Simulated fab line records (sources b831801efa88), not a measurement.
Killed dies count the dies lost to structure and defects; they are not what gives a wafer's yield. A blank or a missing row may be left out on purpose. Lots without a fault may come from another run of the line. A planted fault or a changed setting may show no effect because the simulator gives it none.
A single fault, viewed from 2 desks + flow gf180mcu + what lay behind the numbers comes last; until then each desk has only its own

THE TOOL OWNER'S DESK: implanter-03
The tool's own readings at GF_HV_LDD_IMPLANT_48, given as means over the sampled wafers that have a number, one for each lot that went through this tool. Any lot whose mean is over 4 standard deviations away from the usual mean is out of limits and marked OUT; that distance is given in the brackets.
Columns: A = dose ions cm2 at GF_HV_LDD_IMPLANT_48, usual 3e+13; B = faraday current uA at GF_HV_LDD_IMPLANT_48, usual 169
| lot  | first seen here | A                       | B             |
|------|-----------------|-------------------------|---------------|
| L566 | day 13 02:13    | 3e+13                   | 172           |
| L574 | day 16 14:22    | 3e+13                   | 170           |
| L577 | day 17 13:11    | 3e+13                   | 173           |
| L584 | day 19 09:48    | 5e+13 (+99 or more) OUT | 256 (+24) OUT |
| L585 | day 19 19:06    | 5e+13 (+99 or more) OUT | 259 (+25) OUT |
This desk finds L584, L585 out of limits, L584 being first, at day 19 09:48 (dose ions cm2 at GF_HV_LDD_IMPLANT_48). L566, L574, L577: within limits.

AT THE METROLOGY DESK
Means of the sampled wafers that have a number, per lot and without regard to the tool the lot ran on: this is what the gauges read. Any lot whose mean is over 4 standard deviations away from the usual mean is out of limits and marked OUT; that distance is given in the brackets.
Columns: A = cd nm at GF_HV_LDD_CD_MEAS_19, usual 399.1 nm; B = HV_LDD_4_TW at GF_HV_LDD_TW_MEAS_50, usual 569; C = HV_LDD_CVD_56_THK at GF_HV_LDD_THK_MEAS_57, usual 89.8 nm
| lot  | first seen here | A     | B             | C    |
|------|-----------------|-------|---------------|------|
| L565 | day 11 03:16    | 400.7 | 570           | 89.4 |
| L566 | day 11 12:22    | 397.9 | 569           | 89.8 |
| L569 | day 12 12:52    | 394.3 | 567           | 88.5 |
| L570 | day 12 22:52    | 403.1 | 572           | 90.2 |
| L572 | day 14 02:08    | 401.0 | 566           | 91.9 |
| L574 | day 14 17:58    | 400.2 | 572           | 92.0 |
| L575 | day 14 19:55    | 399.8 | 567           | 90.8 |
| L576 | day 15 03:37    | 398.7 | 573           | 89.3 |
| L578 | day 15 08:20    | 401.5 | 563           | 89.0 |
| L577 | day 15 14:40    | 397.4 | 562           | 89.2 |
| L579 | day 15 20:11    | 395.4 | 561           | 89.6 |
| L584 | day 17 09:58    | 397.9 | 645 (+21) OUT | 89.9 |
| L585 | day 17 17:34    | 398.9 | 650 (+22) OUT | 88.9 |
This desk finds L584, L585 out of limits, with the earliest case on L584 at day 19 10:01 (HV_LDD_4_TW at GF_HV_LDD_TW_MEAS_50). L565, L566, L569, L570, L572, L574, L575, L576, L578, L577, L579: within limits.

ALL TOGETHER
An alarm could have come from the tool owner's desk at day 19 09:48, on L584, L585.
An alarm was possible from the metrology desk at day 19 10:01, on L584, L585.
On implanter-03, each named lot ran GF_HV_LDD_IMPLANT_48.

WHAT THE SIMULATOR HAD INSERTED
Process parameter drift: implanter-03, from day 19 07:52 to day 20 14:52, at GF_HV_LDD_IMPLANT_48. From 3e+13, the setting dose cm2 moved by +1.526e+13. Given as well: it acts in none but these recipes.
Struck lots among those shown: L584, L585.
Fault start to first reading out of limits, in hours, per desk: tool owner, 2; metrology, 2.
